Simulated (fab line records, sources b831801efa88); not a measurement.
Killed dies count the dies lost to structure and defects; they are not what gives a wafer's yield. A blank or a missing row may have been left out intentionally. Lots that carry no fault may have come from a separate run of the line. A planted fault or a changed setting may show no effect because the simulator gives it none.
Which tool was responsible? || flow gf180mcu || 13 lots (39 wafers sampled), 1 step of a 602-step route

## WHAT THE GAUGES SHOWED, per wafer
GF_V4_OVL_MEAS_15.
{"lot": "L856", "measured": "day 24 06:52", "on": "overlay-02", "V4_OVL (nm)": "-1 0 9"}
{"lot": "L857", "measured": "day 24 23:42", "on": "overlay-02", "V4_OVL (nm)": "4 0 -2"}
{"lot": "L860", "measured": "day 25 20:16", "on": "overlay-01", "V4_OVL (nm)": "-4 -5 1"}
{"lot": "L863", "measured": "day 27 01:45", "on": "overlay-02", "V4_OVL (nm)": "7 4 7"}
{"lot": "L864", "measured": "day 27 03:40", "on": "overlay-01", "V4_OVL (nm)": "6 1 10"}
{"lot": "L865", "measured": "day 27 13:00", "on": "overlay-01", "V4_OVL (nm)": "-5 -3 -5"}
{"lot": "L866", "measured": "day 27 18:28", "on": "overlay-01", "V4_OVL (nm)": "-13 -13 -6"}
{"lot": "L867", "measured": "day 28 04:07", "on": "overlay-01", "V4_OVL (nm)": "15 -1 4"}
{"lot": "L871", "measured": "day 29 05:04", "on": "overlay-02", "V4_OVL (nm)": "10 9 8"}
{"lot": "L873", "measured": "day 29 20:48", "on": "overlay-02", "V4_OVL (nm)": "0 0 -4"}
{"lot": "L876", "measured": "day 30 18:05", "on": "overlay-01", "V4_OVL (nm)": "-7 -1 8"}
{"lot": "L878", "measured": "day 31 06:25", "on": "overlay-02", "V4_OVL (nm)": "-2 -10 -7"}
{"lot": "L879", "measured": "day 31 14:53", "on": "overlay-01", "V4_OVL (nm)": "-1 5 10"}

## EACH LOT AND THE TOOL THAT RAN IT (in order: tool; ch and the chambers of the sampled wafers; start)
The record shows no process step preceding these readings.

## AS READ BY THE TOOLS THEMSELVES (means over the sampled wafers that have a number; for cases with no such wafer, the mark the record gives instead)
The record holds no such reading with a usual standard deviation.

## THE ANSWER, worked out from the rows above alone
Rule: the lots themselves supply what counts as usual. The widest of any qualifying gaps counts: lots, ordered by their means at a reading, are off when they make up no more than a third of the lots, leave a main group of 4 or more, and stand apart from it by 3 or more times the standard deviation of that group's means. A main group whose means are all the same, to the digits that the tables above print for the reading, isn't used. A lot without any number at a reading at which 4 lots or more have one is off too. All remaining lots with rows at the step are treated as sound. After the gauges, taken in route order, come the tools' own readings; for these a lot's mean is taken, as printed above. The first step at which some lot is off is used, and at that step the reading that is off furthest; a lot without a number counts as furthest.
Nothing can be told from this: no lot is off at any reading shown.

## WHAT THE SIMULATOR PUT IN
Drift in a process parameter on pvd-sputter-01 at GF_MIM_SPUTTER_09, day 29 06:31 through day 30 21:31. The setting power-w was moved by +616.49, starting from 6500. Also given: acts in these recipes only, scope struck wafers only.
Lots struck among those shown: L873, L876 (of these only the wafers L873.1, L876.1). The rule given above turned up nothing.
